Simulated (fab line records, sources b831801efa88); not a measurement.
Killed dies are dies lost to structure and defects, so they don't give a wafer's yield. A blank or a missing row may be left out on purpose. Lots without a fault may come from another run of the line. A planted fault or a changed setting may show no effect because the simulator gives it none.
Which tool did it? | flow gf180mcu | 6 lots, 18 wafers sampled, at 2 steps of a route of 602

WHAT THE GAUGES READ, wafer by wafer
GF_VT_IMPLANT_RS_MEAS_46: measures by four-point-probe.
lot  | measured     | on            | MVSD_RS (ohm/sq)
L817 | day 8 03:45  | film_metro-02 | 455.6 456.4 457.8
L819 | day 8 14:35  | film_metro-01 | 456.2 455.9 457.0
L824 | day 10 01:12 | film_metro-01 | 454.7 454.6 454.3
L827 | day 11 00:37 | film_metro-01 | 440.4 442.5 441.0
L829 | day 11 14:16 | film_metro-04 | 458.7 459.2 459.2
L836 | day 13 08:57 | film_metro-02 | 456.5 456.5 457.0

WHICH TOOL RAN EACH LOT (tool, then ch and the chambers of the sampled wafers, then the start)
lot  | GF_MVSD_IMPLANT_08
L817 | implanter-01 ch 0, day 4 22:49
L819 | implanter-04 ch 0, day 5 09:08
L824 | implanter-04 ch 0, day 6 12:47
L827 | implanter-04 ch 0, day 7 09:35
L829 | implanter-02 ch 0, day 7 20:52
L836 | implanter-02 ch 0, day 9 10:52
- GF_MVSD_IMPLANT_08

THE ANSWER, worked out from the rows above alone
Rule: what is usual is taken from the lots themselves. Put in order of their means at a reading, lots are off if they are a third of the lots or fewer, leave a main group of 4 or more, and stand apart from it by a gap of 3 or more times the standard deviation of the main group's means; of several such gaps the widest counts. A main group whose means are all the same, to the digits that the tables above print for the reading, isn't used. A lot without any number at a reading at which 4 lots or more have one is off too. The other lots that the step has rows for count as sound.
Off: L827, at GF_VT_IMPLANT_RS_MEAS_46 (MVSD_RS). The main group: mean 456.6 ohm/sq, standard deviation 1.4.
A tool fits if, at a process step before that reading, it ran every lot that is off, and no sound lot after the first of them. The gauges at GF_VT_IMPLANT_RS_MEAS_46 are tried like those tools. Can't be told from this: 2 tools fit, implanter-04 at GF_MVSD_IMPLANT_08, film_metro-01 at GF_VT_IMPLANT_RS_MEAS_46.

WHAT THE SIMULATOR HAD PUT IN
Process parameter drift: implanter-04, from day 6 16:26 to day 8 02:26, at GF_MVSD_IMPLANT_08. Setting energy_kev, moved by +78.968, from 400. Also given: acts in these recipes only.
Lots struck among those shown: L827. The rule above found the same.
